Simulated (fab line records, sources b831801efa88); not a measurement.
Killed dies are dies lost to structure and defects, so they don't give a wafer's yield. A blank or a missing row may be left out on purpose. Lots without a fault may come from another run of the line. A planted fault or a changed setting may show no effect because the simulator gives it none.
fab line records | flow sky130
record lots=5 wafers=15 last_day=48
route steps=708 shown NWELL@65 PWDE@84 VT_ADJUST_HVTP@85 VT_ADJUST_LVTN@97
lots that met no fault: from a run of the same line without faults
start_h: hours from the record's first day to the start of the lot's first wafer shown | wait_h: hours since the lot's step before | " the same as in the row above | L1.1+2: a row that stands for several wafers | - no value, or no start given | * or withheld: withheld | < > ~ a bound
route shown NAME@n: a module of which the file shows steps, and the number in the route of the first | usual: mean/standard deviation of fault-free wafers | same: alike in all rows | chamber/n: place in a boat | sites: the reading at each site | _std_site: their standard deviation | _edge_site: outer sites' mean less inner sites' | radius_mm: how far each site lies from the wafer's centre | mask NAME#n: copy n | behind: the tool/chamber that last shaped the wafer | hold: why the lot was held/for how many hours/how that ended | device: the transistor (n, p or np) that didn't switch | end of line: the same wafers' tests at the end of the route | a step without rows: its recipe alone | killed: dies lost to structure and defects at the first sort, not the wafer's yield | map: a wafer's dies, x killed, . not, _ none there
set.NAME: the setting as run; set.NAME@STEP: as run at that earlier step | model.NAME: the simulator's own value behind a step, which no gauge read
lots at some steps of the route; a table a step, a row a wafer
services: from which hour (start_h, from the record's first day; less than 0 if before it) a tool's chamber was out of use, for how many hours, and why
## steps
# step SKY_NWELL_IMPLANT_12
# recipe species=P energy_kev=120 dose_cm2=1.3e+12 tilt_deg=withheld
# columns lot.wafer tool chamber start_h wait_h
L075.2+4+5 implanter-01 0 97.12 0.1
L077.2+3+4 implanter-03 0 102.24 0.1
L084.1+3+4 implanter-02 0 146.77 0.1
L085.2+3+5 implanter-03 0 151.07 0.1
L088.2+4+6 implanter-02 0 169.25 0.1
# step SKY_NWELL_IMPLANT_13
# recipe species=P energy_kev=50 dose_cm2=7e+11 tilt_deg=withheld
# columns lot.wafer tool chamber start_h wait_h
L075.2+4+5 implanter-01 0 97.27 0.1
L077.2+3+4 implanter-03 0 102.39 0.1
L084.1+3+4 implanter-02 0 146.92 0.1
L085.2+3+5 implanter-03 0 151.22 0.1
L088.2+4+6 implanter-02 0 169.40 0.1
# step SKY_NWELL_STRIP_14
# recipe chemistry=O2/N2 power_w=1400 pressure_mtorr=1500 platen_temp_c=withheld o2_flow_sccm=3000 n2_flow_sccm=300 overash_fraction=0.5
# usual chamber_pressure_mTorr=1499.7/2.7 drypump_motor_current_A=5.8/0.37 oes_product_au=0.723/0.0042 strip_time_to_endpoint_s=36.90/0.1
# columns lot.wafer tool chamber start_h wait_h chamber_pressure_mTorr drypump_motor_current_A oes_product_au rf_hours_counter_h strip_time_to_endpoint_s
L075.2 plasma_asher-01 0 97.39 0.1 1498.5 5.5 0.721 41 36.85
L075.4 " 1 " " 1499.8 6.3 0.719 - 36.87
L075.5 " 1 " " 1501.1 6.3 0.715 - 36.97
L077.2 plasma_asher-04 1 102.51 0.1 1501.6 5.4 0.724 44 37.08
L077.3 " 0 " " 1501.2 5.9 0.721 - 37.05
L077.4 " 1 " " 1500.4 5.3 0.723 - 36.96
L084.1 plasma_asher-03 0 147.07 0.1 1499.4 6.3 0.717 36 36.95
L084.3 " 1 " " 1498.8 5.6 0.715 - 36.98
L084.4 " 0 " " 1501.2 6.3 0.724 - 36.84
L085.2 plasma_asher-03 1 151.34 0.1 1498.3 5.6 0.721 37 36.86
L085.3 " 0 " " 1499.9 6.3 0.725 - 36.81
L085.5 " 0 " " 1501.2 6.3 0.725 - 36.79
L088.2 plasma_asher-04 1 169.52 0.1 1498.9 5.3 0.717 51 37.02
L088.4 " 0 " " 1500.7 5.9 0.721 - 36.97
L088.6 " 0 " " 1500.1 5.9 0.730 - 37.10
# step SKY_NWELL_TW_MEAS_15
# usual NWELL_TW=1844/8.7
# columns lot.wafer tool chamber start_h wait_h NWELL_TW
L075.2 film_metro-03 - 97.50 0.1 1837
L075.4 " - " " 1848
L075.5 " - " " 1832
L077.2 film_metro-03 - 102.62 0.1 1842
L077.3 " - " " 1846
L077.4 " - " " 1838
L084.1 film_metro-01 - 147.17 0.1 1831
L084.3 " - " " 1837
L084.4 " - " " 1834
L085.2 film_metro-02 - 151.45 0.1 1846
L085.3 " - " " 1856
L085.5 " - " " 1850
L088.2 film_metro-01 - 169.63 0.1 1847
L088.4 " - " " 1844
L088.6 " - " " 1850
# step SKY_NWELL_DEHYDRATE_16
# recipe temp_c=200 time_s=60
# columns lot.wafer tool chamber start_h wait_h
L075.2+4+5 litho_track-04 0 105.15 7.6
L077.2+3+4 litho_track-03 0 110.76 8.1
L084.1+3+4 litho_track-02 0 156.21 9.0
L085.2+3+5 litho_track-03 0 160.41 9.0
L088.2+4+6 litho_track-02 0 179.08 9.4
# step SKY_NWELL_HMDS_17
# recipe prime_time_s=60 prime_temp_c=120
# columns lot.wafer tool chamber start_h wait_h
L075.2+4+5 litho_track-04 0 105.30 0.1
L077.2+3+4 litho_track-03 0 110.91 0.1
L084.1+3+4 litho_track-02 0 156.36 0.1
L085.2+3+5 litho_track-03 0 160.56 0.1
L088.2+4+6 litho_track-02 0 179.23 0.1
# step SKY_NWELL_COAT_18
# recipe spin_rpm=2000 resist_thk_nm=3000
# columns lot.wafer tool chamber start_h wait_h
L075.2+4+5 litho_track-04 0 105.45 0.1
L077.2+3+4 litho_track-03 0 111.06 0.1
L084.1+3+4 litho_track-02 0 156.51 0.1
L085.2+3+5 litho_track-03 0 160.71 0.1
L088.2+4+6 litho_track-02 0 179.38 0.1
# step SKY_NWELL_SOFTBAKE_19
# recipe temp_c=110 time_s=withheld
# columns lot.wafer tool chamber start_h wait_h
L075.2+4+5 litho_track-04 0 105.61 0.1
L077.2+3+4 litho_track-03 0 111.22 0.1
L084.1+3+4 litho_track-02 0 156.66 0.1
L085.2+3+5 litho_track-03 0 160.87 0.1
L088.2+4+6 litho_track-02 0 179.54 0.1
# step SKY_NWELL_EXPOSE_20
# recipe mask_id=NWM_COMPLEMENT na=0.6 source_shape=conventional sigma_outer=0.6 polarization=unpolarized target_cd_nm=840 dose_mj=260
# columns lot.wafer tool chamber start_h wait_h mask
L075.2+4+5 iline_stepper-02 0 - - NWM_COMPLEMENT#0
L077.2+3+4 iline_stepper-02 0 - - NWM_COMPLEMENT#0
L084.1+3+4 iline_stepper-01 0 - - NWM_COMPLEMENT#0
L085.2+3+5 iline_stepper-01 0 - - NWM_COMPLEMENT#0
L088.2+4+6 iline_stepper-01 0 - - NWM_COMPLEMENT#0
# step SKY_NWELL_PEB_21
# recipe temp_c=115 time_s=withheld
# columns lot.wafer tool chamber start_h wait_h
L075.2+4+5 litho_track-03 0 - -
L077.2+3+4 litho_track-02 0 - -
L084.1+3+4 litho_track-04 0 - -
L085.2+3+5 litho_track-03 0 - -
L088.2+4+6 litho_track-04 0 - -
# step SKY_NWELL_DEVELOP_22
# recipe wall_angle_deg=90 developer=TMAH develop_time_s=60 dev_temp_c=23
# columns lot.wafer tool chamber start_h wait_h
L075.2+4+5 litho_track-03 0 - -
L077.2+3+4 litho_track-02 0 - -
L084.1+3+4 litho_track-04 0 - -
L085.2+3+5 litho_track-03 0 - -
L088.2+4+6 litho_track-04 0 - -
# step SKY_NWELL_OVL_MEAS_23
# usual NWELL_01_OVL=0.1/1.3
# columns lot.wafer tool chamber start_h wait_h NWELL_01_OVL[nm]
L075.2 overlay-01 - 114.54 - 0.5
L075.4 " - " " 0.9
L075.5 " - " " -0.1
L077.2 overlay-01 - 120.06 - -0.9
L077.3 " - " " -1.0
L077.4 " - " " 0.2
L084.1 overlay-01 - 166.73 - -1.7
L084.3 " - " " -1.7
L084.4 " - " " -2.4
L085.2 overlay-02 - 171.24 - 0.8
L085.3 " - " " -1.5
L085.5 " - " " -1.9
L088.2 overlay-02 - 190.43 - -0.2
L088.4 " - " " -0.4
L088.6 " - " " -2.3
# step SKY_NWELL_IMPLANT_24
# recipe species=B energy_kev=140 dose_cm2=9.377e+12 tilt_deg=withheld
# columns lot.wafer tool chamber start_h wait_h
L075.2+4+5 implanter-01 0 114.60 0.0
L077.2+3+4 implanter-02 0 120.12 0.0
L084.1+3+4 implanter-01 0 166.76 0.0
L085.2+3+5 implanter-02 0 171.30 0.0
L088.2+4+6 implanter-03 0 190.49 0.0
# step SKY_NWELL_STRIP_25
# recipe chemistry=O2/N2 power_w=1400 pressure_mtorr=1500 platen_temp_c=withheld o2_flow_sccm=3000 n2_flow_sccm=300 overash_fraction=0.5
# usual chamber_pressure_mTorr=1500.1/1.4 drypump_motor_current_A=5.8/0.37 oes_product_au=0.722/0.0047 strip_time_to_endpoint_s=36.92/0.12
# columns lot.wafer tool chamber start_h wait_h chamber_pressure_mTorr drypump_motor_current_A oes_product_au rf_hours_counter_h strip_time_to_endpoint_s
L075.2 plasma_asher-04 0 114.72 0.1 1500.4 5.9 0.716 45 36.92
L075.4 " 0 " " 1501.9 5.9 0.716 - 37.00
L075.5 " 1 " " 1500.7 5.3 0.722 - 36.72
L077.2 plasma_asher-03 0 120.24 0.1 1501.8 6.3 0.725 34 36.89
L077.3 " 1 " " 1499.7 5.6 0.722 - 37.03
L077.4 " 0 " " 1502.4 6.3 0.723 - 36.88
L084.1 plasma_asher-01 1 166.91 0.1 1499.5 6.3 0.739 48 37.20
L084.3 " 0 " " 1501.7 5.5 0.726 - 37.21
L084.4 " 1 " " 1501.4 6.3 0.721 - 37.12
L085.2 plasma_asher-04 1 171.42 0.1 1499.7 5.3 0.728 51 36.81
L085.3 " 0 " " 1498.8 5.9 0.724 - 36.72
L085.5 " 0 " " 1501.8 5.9 0.714 - 36.90
L088.2 plasma_asher-04 1 190.61 0.1 1498.7 5.3 0.728 53 37.02
L088.4 " 1 " " 1500.6 5.3 0.725 - 36.97
L088.6 " 1 " " 1500.9 5.3 0.726 - 36.91
# step SKY_NWELL_TW_MEAS_26
# usual NWELL_2_TW=507.0/2.5
# columns lot.wafer tool chamber start_h wait_h NWELL_2_TW
L075.2 film_metro-02 - 114.83 0.1 508.8
L075.4 " - " " 507.1
L075.5 " - " " 508.4
L077.2 film_metro-02 - 120.35 0.1 511.1
L077.3 " - " " 510.2
L077.4 " - " " 507.0
L084.1 film_metro-03 - 167.01 0.1 508.4
L084.3 " - " " 504.7
L084.4 " - " " 506.1
L085.2 film_metro-02 - 171.53 0.1 508.9
L085.3 " - " " 511.3
L085.5 " - " " 510.5
L088.2 film_metro-01 - 190.72 0.1 504.4
L088.4 " - " " 506.3
L088.6 " - " " 507.7
# step SKY_NWELL_CLEAN_27
# recipe chemistry=SC1/SC2 mix=1:4:20 temp_c=70 time_s=150 dry=n2_spin
# columns lot.wafer tool chamber start_h wait_h
L075.2+4+5 wet_bench-03 3 114.88 0.0
L077.2+3+4 wet_bench-02 1 120.40 0.0
L084.1+3+4 wet_bench-01 0 167.07 0.1
L085.2+3+5 wet_bench-02 1 171.58 0.0
L088.2+4+6 wet_bench-02 1 190.77 0.0
# step SKY_NWELL_RTA_28
# recipe temp_c=1050 time_s=30 idle_temp_c=650 ramp_up_c_per_s=150 ramp_down_c_per_s=90 ambient=N2
# usual anneal_temp_c_max=1056.3/1.4 lamp_power_pct=25.31/0.05 ramp_up_c_per_s=150.00/0.026 wafer_temp_C_max=1054.8/0.88
# columns lot.wafer tool chamber start_h wait_h anneal_temp_c_max lamp_power_pct ramp_up_c_per_s wafer_temp_C_max
L075.2 rtp_anneal-02 0 114.95 0.0 1056.4 25.25 149.99 1055.0
L075.4 " 0 " " 1055.9 25.32 149.98 1055.1
L075.5 " 0 " " 1055.9 25.40 150.02 1055.2
L077.2 rtp_anneal-02 0 120.47 0.0 1054.5 25.32 149.93 1053.7
L077.3 " 0 " " 1054.5 25.34 150.01 1055.5
L077.4 " 0 " " 1055.1 25.29 150.03 1054.5
L084.1 rtp_anneal-01 0 167.12 0.0 1058.2 25.37 150.02 1055.7
L084.3 " 0 " " 1056.2 25.35 150.02 1053.9
L084.4 " 0 " " 1057.1 25.34 149.99 1055.9
L085.2 rtp_anneal-02 0 171.66 0.0 1054.4 25.34 149.98 1054.8
L085.3 " 0 " " 1055.7 25.38 150.00 1054.6
L085.5 " 0 " " 1053.5 25.34 150.04 1054.6
L088.2 rtp_anneal-01 0 190.84 0.0 1056.3 25.33 149.98 1055.1
L088.4 " 0 " " 1057.6 25.31 150.00 1054.3
L088.6 " 0 " " 1055.9 25.36 150.00 1058.0
# step SKY_NWELL_RS_MEAS_29
# recipe thk_meas_gauge=four-point-probe
# usual NWELL_RS=623.8/1.7
# columns lot.wafer tool chamber start_h wait_h NWELL_RS[ohm/sq]
L075.2 film_metro-01 - 115.05 0.1 623.1
L075.4 " - " " 623.5
L075.5 " - " " 623.0
L077.2 film_metro-01 - 120.57 0.1 622.3
L077.3 " - " " 623.2
L077.4 " - " " 622.8
L084.1 film_metro-03 - 167.32 0.2 625.6
L084.3 " - " " 626.6
L084.4 " - " " 624.8
L085.2 film_metro-01 - 171.76 0.1 622.5
L085.3 " - " " 621.4
L085.5 " - " " 621.0
L088.2 film_metro-03 - 190.95 0.1 625.8
L088.4 " - " " 624.7
L088.6 " - " " 623.0
# step SKY_NWELL_RS_MEAS_31
# recipe thk_meas_gauge=four-point-probe
# usual PWDE_RS=5216/17
# columns lot.wafer tool chamber start_h wait_h PWDE_RS[ohm/sq]
L075.2 film_metro-01 - 115.29 0.1 5190
L075.4 " - " " 5189
L075.5 " - " " 5197
L077.2 film_metro-01 - 120.81 0.1 5201
L077.3 " - " " 5195
L077.4 " - " " 5188
L084.1 film_metro-03 - 167.56 0.1 5237
L084.3 " - " " 5208
L084.4 " - " " 5238
L085.2 film_metro-01 - 172.00 0.1 5216
L085.3 " - " " 5215
L085.5 " - " " 5206
L088.2 film_metro-03 - 191.19 0.1 5195
L088.4 " - " " 5208
L088.6 " - " " 5235
# step SKY_VT_ADJUST_HVTP_DEHYDRATE_00
# recipe temp_c=200 time_s=60
# columns lot.wafer tool chamber start_h wait_h
L075.2+4+5 litho_track-04 0 123.75 8.4
L077.2+3+4 litho_track-01 0 130.18 9.4
L084.1+3+4 litho_track-04 0 177.28 9.7
L085.2+3+5 litho_track-04 0 181.80 9.8
L088.2+4+6 litho_track-04 0 200.40 9.2
# step SKY_VT_ADJUST_HVTP_HMDS_01
# recipe prime_time_s=60 prime_temp_c=120
# columns lot.wafer tool chamber start_h wait_h
L075.2+4+5 litho_track-04 0 123.90 0.1
L077.2+3+4 litho_track-01 0 130.33 0.1
L084.1+3+4 litho_track-04 0 177.43 0.1
L085.2+3+5 litho_track-04 0 181.95 0.1
L088.2+4+6 litho_track-04 0 200.55 0.1
# step SKY_VT_ADJUST_HVTP_COAT_02
# recipe resist=NOVOLAK spin_rpm=3000 resist_thk_nm=1140
# columns lot.wafer tool chamber start_h wait_h
L075.2+4+5 litho_track-04 0 124.05 0.1
L077.2+3+4 litho_track-01 0 130.48 0.1
L084.1+3+4 litho_track-04 0 177.58 0.1
L085.2+3+5 litho_track-04 0 182.10 0.1
L088.2+4+6 litho_track-04 0 200.70 0.1
# step SKY_VT_ADJUST_HVTP_SOFTBAKE_03
# recipe temp_c=90 time_s=60 resist=NOVOLAK
# columns lot.wafer tool chamber start_h wait_h
L075.2+4+5 litho_track-04 0 124.20 0.1
L077.2+3+4 litho_track-01 0 130.63 0.1
L084.1+3+4 litho_track-04 0 177.73 0.1
L085.2+3+5 litho_track-04 0 182.25 0.1
L088.2+4+6 litho_track-04 0 200.85 0.1
# step SKY_VT_ADJUST_HVTP_EXPOSE_04
# recipe mask_id=HVTPM na=0.6 source_shape=conventional sigma_outer=0.6 polarization=unpolarized target_cd_nm=380 dose_mj=140
# columns lot.wafer tool chamber start_h wait_h mask
L075.2+4+5 iline_stepper-01 0 - - HVTPM#0
L077.2+3+4 iline_stepper-01 0 - - HVTPM#0
L084.1+3+4 iline_stepper-02 0 - - HVTPM#0
L085.2+3+5 iline_stepper-01 0 - - HVTPM#0
L088.2+4+6 iline_stepper-01 0 - - HVTPM#0
# step SKY_VT_ADJUST_HVTP_PEB_05
# recipe temp_c=withheld time_s=* resist=NOVOLAK
# columns lot.wafer tool chamber start_h wait_h
L075.2+4+5 litho_track-01 0 - -
L077.2+3+4 litho_track-01 0 - -
L084.1+3+4 litho_track-01 0 - -
L085.2+3+5 litho_track-02 0 - -
L088.2+4+6 litho_track-01 0 - -
# step SKY_VT_ADJUST_HVTP_DEVELOP_06
# recipe resist=NOVOLAK developer=TMAH develop_time_s=60 dev_temp_c=23
# columns lot.wafer tool chamber start_h wait_h
L075.2+4+5 litho_track-01 0 133.33 0.1
L077.2+3+4 litho_track-01 0 140.18 0.1
L084.1+3+4 litho_track-01 0 188.01 0.1
L085.2+3+5 litho_track-02 0 192.63 0.1
L088.2+4+6 litho_track-01 0 211.28 0.1
# step SKY_VT_ADJUST_HVTP_CD_MEAS_07
# recipe target_cd_nm=380
# usual cd_nm=379.3/2.2
# columns lot.wafer tool chamber start_h wait_h cd_nm
L075.2 cd_sem-02 - 133.48 0.1 377.7
L075.4 " - " " 375.9
L075.5 " - " " 378.2
L077.2 cd_sem-01 - 140.33 0.1 376.9
L077.3 " - " " 375.6
L077.4 " - " " 377.1
L084.1 cd_sem-02 - 188.16 0.1 381.5
L084.3 " - " " 379.1
L084.4 " - " " 380.6
L085.2 cd_sem-01 - 192.78 0.1 378.3
L085.3 " - " " 378.8
L085.5 " - " " 378.7
L088.2 cd_sem-01 - 211.43 0.1 378.8
L088.4 " - " " 379.5
L088.6 " - " " 380.9
# step SKY_VT_ADJUST_HVTP_OVL_MEAS_08
# usual VT_ADJUST_HVTP_OVL=0.1/1.4
# columns lot.wafer tool chamber start_h wait_h VT_ADJUST_HVTP_OVL[nm]
L075.2 overlay-01 - 133.58 0.1 -0.2
L075.4 " - " " 0.8
L075.5 " - " " -0.7
L077.2 overlay-02 - 140.43 0.1 0.0
L077.3 " - " " -1.0
L077.4 " - " " -0.5
L084.1 overlay-02 - 188.28 0.1 -0.1
L084.3 " - " " -0.2
L084.4 " - " " -2.2
L085.2 overlay-01 - 192.88 0.1 -1.5
L085.3 " - " " -2.0
L085.5 " - " " -2.6
L088.2 overlay-02 - 211.53 0.1 -0.9
L088.4 " - " " -1.8
L088.6 " - " " -2.5
# step SKY_VT_ADJUST_HVTP_IMPLANT_09
# recipe species=As energy_kev=152.5 dose_cm2=4.3e+12 tilt_deg=withheld
# columns lot.wafer tool chamber start_h wait_h
L075.2+4+5 implanter-01 0 133.64 0.0
L077.2+3+4 implanter-01 0 140.49 0.0
L084.1+3+4 implanter-03 0 188.31 0.0
L085.2+3+5 implanter-04 0 192.94 0.0
L088.2+4+6 implanter-01 0 211.59 0.0
# step SKY_VT_ADJUST_HVTP_STRIP_10
# recipe chemistry=O2/N2 power_w=1400 pressure_mtorr=1500 platen_temp_c=withheld o2_flow_sccm=3000 n2_flow_sccm=300 overash_fraction=0.5
# usual chamber_pressure_mTorr=1500.0/1.4 drypump_motor_current_A=6.0/0.31 oes_product_au=0.716/0.0044 strip_time_to_endpoint_s=14.17/0.042
# columns lot.wafer tool chamber start_h wait_h chamber_pressure_mTorr drypump_motor_current_A oes_product_au rf_hours_counter_h strip_time_to_endpoint_s
L075.2 plasma_asher-04 1 133.76 0.1 1500.0 5.3 0.709 47 14.16
L075.4 " 0 " " 1502.1 5.9 0.723 - 14.17
L075.5 " 1 " " 1499.4 5.3 0.715 - 14.18
L077.2 plasma_asher-02 0 140.61 0.1 1500.2 6.1 0.721 2 14.17
L077.3 " 1 " " 1498.9 6.3 0.709 - 14.18
L077.4 " 0 " " 1499.5 6.1 0.720 - 14.16
L084.1 plasma_asher-03 1 188.46 0.1 1499.4 5.6 0.712 40 14.12
L084.3 " 1 " " 1499.1 5.6 0.717 - 14.11
L084.4 " 0 " " 1499.5 6.3 0.717 - 14.12
L085.2 plasma_asher-02 0 193.06 0.1 1497.7 6.1 0.720 7 14.16
L085.3 " 0 " " 1499.7 6.1 0.721 - 14.18
L085.5 " 0 " " 1499.8 6.1 0.715 - 14.18
L088.2 plasma_asher-02 0 211.71 0.1 1499.5 6.1 0.715 9 14.11
L088.4 " 0 " " 1501.3 6.1 0.720 - 14.13
L088.6 " 1 " " 1500.7 6.2 0.705 - 14.10
# step SKY_VT_ADJUST_HVTP_TW_MEAS_11
# usual VT_ADJUST_HVTP_TW=1382/8.2
# columns lot.wafer tool chamber start_h wait_h VT_ADJUST_HVTP_TW
L075.2 film_metro-02 - 133.87 0.1 1379
L075.4 " - " " 1381
L075.5 " - " " 1388
L077.2 film_metro-03 - 140.72 0.1 1376
L077.3 " - " " 1374
L077.4 " - " " 1366
L084.1 film_metro-02 - 188.56 0.1 1390
L084.3 " - " " 1395
L084.4 " - " " 1395
L085.2 film_metro-02 - 193.17 0.1 1385
L085.3 " - " " 1382
L085.5 " - " " 1391
L088.2 film_metro-04 - 211.82 0.1 1383
L088.4 " - " " 1377
L088.6 " - " " 1382
# step SKY_VT_ADJUST_LVTN_DEHYDRATE_00
# recipe temp_c=200 time_s=60
# columns lot.wafer tool chamber start_h wait_h
L075.2+4+5 litho_track-01 0 142.43 8.5
L077.2+3+4 litho_track-01 0 150.28 9.5
L084.1+3+4 litho_track-04 0 198.73 10.2
L085.2+3+5 litho_track-04 0 202.30 9.1
L088.2+4+6 litho_track-01 0 221.28 9.4
# step SKY_VT_ADJUST_LVTN_HMDS_01
# recipe prime_time_s=60 prime_temp_c=120
# columns lot.wafer tool chamber start_h wait_h
L075.2+4+5 litho_track-01 0 142.58 0.1
L077.2+3+4 litho_track-01 0 150.43 0.1
L084.1+3+4 litho_track-04 0 198.88 0.1
L085.2+3+5 litho_track-04 0 202.45 0.1
L088.2+4+6 litho_track-01 0 221.43 0.1
# step SKY_VT_ADJUST_LVTN_COAT_02
# recipe spin_rpm=2000 resist_thk_nm=3000
# columns lot.wafer tool chamber start_h wait_h
L075.2+4+5 litho_track-01 0 142.73 0.1
L077.2+3+4 litho_track-01 0 150.58 0.1
L084.1+3+4 litho_track-04 0 199.03 0.1
L085.2+3+5 litho_track-04 0 202.60 0.1
L088.2+4+6 litho_track-01 0 221.58 0.1
# step SKY_VT_ADJUST_LVTN_SOFTBAKE_03
# recipe temp_c=110 time_s=withheld
# columns lot.wafer tool chamber start_h wait_h
L075.2+4+5 litho_track-01 0 142.89 0.1
L077.2+3+4 litho_track-01 0 150.74 0.1
L084.1+3+4 litho_track-04 0 199.18 0.1
L085.2+3+5 litho_track-04 0 202.76 0.1
L088.2+4+6 litho_track-01 0 221.74 0.1
# step SKY_VT_ADJUST_LVTN_EXPOSE_04
# recipe mask_id=NWM_COMPLEMENT_LESS_NATIVE na=0.6 source_shape=conventional sigma_outer=0.6 polarization=unpolarized target_cd_nm=840 dose_mj=194
# columns lot.wafer tool chamber start_h wait_h mask
L075.2+4+5 iline_stepper-02 0 - - NWM_COMPLEMENT_LESS_NATIVE#0
L077.2+3+4 iline_stepper-02 0 - - NWM_COMPLEMENT_LESS_NATIVE#0
L084.1+3+4 iline_stepper-02 0 - - NWM_COMPLEMENT_LESS_NATIVE#0
L085.2+3+5 iline_stepper-01 0 - - NWM_COMPLEMENT_LESS_NATIVE#0
L088.2+4+6 iline_stepper-02 0 - - NWM_COMPLEMENT_LESS_NATIVE#0
# step SKY_VT_ADJUST_LVTN_PEB_05
# recipe temp_c=115 time_s=withheld
# columns lot.wafer tool chamber start_h wait_h
L075.2+4+5 litho_track-01 0 - -
L077.2+3+4 litho_track-03 0 - -
L084.1+3+4 litho_track-04 0 - -
L085.2+3+5 litho_track-04 0 - -
L088.2+4+6 litho_track-03 0 - -
# step SKY_VT_ADJUST_LVTN_DEVELOP_06
# recipe wall_angle_deg=90 developer=TMAH develop_time_s=60 dev_temp_c=23
# columns lot.wafer tool chamber start_h wait_h
L075.2+4+5 litho_track-01 0 - -
L077.2+3+4 litho_track-03 0 - -
L084.1+3+4 litho_track-04 0 - -
L085.2+3+5 litho_track-04 0 - -
L088.2+4+6 litho_track-03 0 - -
# step SKY_VT_ADJUST_LVTN_OVL_MEAS_07
# usual VT_ADJUST_LVTN_OVL=0.3/1.3
# columns lot.wafer tool chamber start_h wait_h VT_ADJUST_LVTN_OVL[nm]
L075.2 overlay-02 - 153.01 - 2.7
L075.4 " - " " 2.3
L075.5 " - " " 2.1
L077.2 overlay-02 - 160.39 - 1.2
L077.3 " - " " 0.6
L077.4 " - " " 1.0
L084.1 overlay-02 - 209.73 - -0.9
L084.3 " - " " -0.9
L084.4 " - " " 1.4
L085.2 overlay-02 - 213.38 - -0.7
L085.3 " - " " 0.9
L085.5 " - " " 1.1
L088.2 overlay-01 - 233.04 - 0.2
L088.4 " - " " -0.2
L088.6 " - " " -0.3
# step SKY_VT_ADJUST_LVTN_IMPLANT_08
# recipe species=B energy_kev=30 dose_cm2=1.545e+12 tilt_deg=withheld
# columns lot.wafer tool chamber start_h wait_h
L075.2+4+5 implanter-02 0 153.07 0.0
L077.2+3+4 implanter-03 0 160.45 0.0
L084.1+3+4 implanter-03 0 209.76 0.0
L085.2+3+5 implanter-04 0 213.44 0.0
L088.2+4+6 implanter-03 0 233.10 0.0
# step SKY_VT_ADJUST_LVTN_STRIP_09
# recipe chemistry=O2/N2 power_w=1400 pressure_mtorr=1500 platen_temp_c=withheld o2_flow_sccm=3000 n2_flow_sccm=300 overash_fraction=0.5
# usual chamber_pressure_mTorr=1500.0/1.8 drypump_motor_current_A=6.0/0.32 oes_product_au=0.722/0.0047 strip_time_to_endpoint_s=36.87/0.1
# columns lot.wafer tool chamber start_h wait_h chamber_pressure_mTorr drypump_motor_current_A oes_product_au rf_hours_counter_h strip_time_to_endpoint_s
L075.2 plasma_asher-01 0 153.19 0.1 1500.7 5.5 0.729 47 36.89
L075.4 " 1 " " 1500.7 6.3 0.728 - 36.82
L075.5 " 0 " " 1500.6 5.5 0.723 - 36.86
L077.2 plasma_asher-02 0 160.57 0.1 1500.4 6.1 0.718 4 36.83
L077.3 " 0 " " 1501.2 6.0 0.714 - 36.70
L077.4 " 1 " " 1499.3 6.2 0.720 - 36.79
L084.1 plasma_asher-03 1 209.91 0.1 1502.4 5.6 0.721 43 36.76
L084.3 " 1 " " 1500.9 5.6 0.716 - 36.82
L084.4 " 0 " " 1502.3 6.3 0.725 - 36.90
L085.2 plasma_asher-02 1 213.56 0.1 1501.2 6.3 0.720 9 36.86
L085.3 " 0 " " 1497.8 6.1 0.710 - 36.93
L085.5 " 1 " " 1502.0 6.2 0.726 - 36.99
L088.2 plasma_asher-01 1 233.22 0.1 1502.8 6.3 0.726 55 36.86
L088.4 " 0 " " 1500.7 5.5 0.733 - 36.90
L088.6 " 0 " " 1499.8 5.5 0.728 - 36.87
# step SKY_VT_ADJUST_LVTN_TW_MEAS_10
# usual VT_ADJUST_LVTN_TW=243.2/1
# columns lot.wafer tool chamber start_h wait_h VT_ADJUST_LVTN_TW
L075.2 film_metro-03 - 153.30 0.1 244.3
L075.4 " - " " 243.9
L075.5 " - " " 244.0
L077.2 film_metro-01 - 160.68 0.1 242.9
L077.3 " - " " 241.1
L077.4 " - " " 242.2
L084.1 film_metro-01 - 210.01 0.1 244.7
L084.3 " - " " 243.8
L084.4 " - " " 244.4
L085.2 film_metro-04 - 213.67 0.1 243.2
L085.3 " - " " 244.6
L085.5 " - " " 243.1
L088.2 film_metro-01 - 233.33 0.1 241.6
L088.4 " - " " 244.6
L088.6 " - " " 243.6
# step SKY_VT_ADJUST_LVTN_DEHYDRATE_11
# recipe temp_c=200 time_s=60
# columns lot.wafer tool chamber start_h wait_h
L075.2+4+5 litho_track-01 0 162.48 9.2
L077.2+3+4 litho_track-03 0 170.31 9.6
L084.1+3+4 litho_track-01 0 219.76 9.7
L085.2+3+5 litho_track-01 0 223.23 9.6
L088.2+4+6 litho_track-01 0 243.88 10.5
# step SKY_VT_ADJUST_LVTN_HMDS_12
# recipe prime_time_s=60 prime_temp_c=120
# columns lot.wafer tool chamber start_h wait_h
L075.2+4+5 litho_track-01 0 162.63 0.1
L077.2+3+4 litho_track-03 0 170.46 0.1
L084.1+3+4 litho_track-01 0 219.91 0.1
L085.2+3+5 litho_track-01 0 223.38 0.1
L088.2+4+6 litho_track-01 0 244.03 0.1
# step SKY_VT_ADJUST_LVTN_COAT_13
# recipe resist=NOVOLAK spin_rpm=3000 resist_thk_nm=1140
# columns lot.wafer tool chamber start_h wait_h
L075.2+4+5 litho_track-01 0 162.78 0.1
L077.2+3+4 litho_track-03 0 170.61 0.1
L084.1+3+4 litho_track-01 0 220.06 0.1
L085.2+3+5 litho_track-01 0 223.53 0.1
L088.2+4+6 litho_track-01 0 244.18 0.1
# step SKY_VT_ADJUST_LVTN_SOFTBAKE_14
# recipe temp_c=90 time_s=60 resist=NOVOLAK
# columns lot.wafer tool chamber start_h wait_h
L075.2+4+5 litho_track-01 0 162.93 0.1
L077.2+3+4 litho_track-03 0 170.76 0.1
L084.1+3+4 litho_track-01 0 220.21 0.1
L085.2+3+5 litho_track-01 0 223.68 0.1
L088.2+4+6 litho_track-01 0 244.33 0.1
## services
# columns tool chamber start_h hours kind
implanter-04 - 75.32 7.6 pm
implanter-02 - 78.30 4.0 repair
implanter-02 - 86.64 11.6 pm
implanter-04 - 87.75 3.2 repair
iline_stepper-01 - 89.36 15.4 repair
implanter-02 - 98.54 6.8 repair
plasma_asher-02 - 108.75 9.0 pm
implanter-02 - 115.09 0.9 repair
implanter-02 - 122.19 3.1 pm
implanter-04 - 127.06 6.7 repair
implanter-01 - 130.54 2.9 pm
iline_stepper-01 - 148.79 2.9 repair
plasma_asher-01 - 154.29 2.0 repair
iline_stepper-02 - 159.51 4.4 pm
implanter-04 - 163.00 9.7 repair
implanter-02 - 177.16 2.6 pm
wet_bench-01 - 182.19 1.2 repair
plasma_asher-02 - 188.72 2.8 pm
implanter-01 - 204.97 1.4 repair
plasma_asher-04 - 211.52 7.7 repair
plasma_asher-02 - 220.60 1.0 repair
implanter-02 - 229.70 25.3 pm
plasma_asher-03 - 237.14 4.3 repair
iline_stepper-01 - 242.36 3.2 repair
## key
fault none
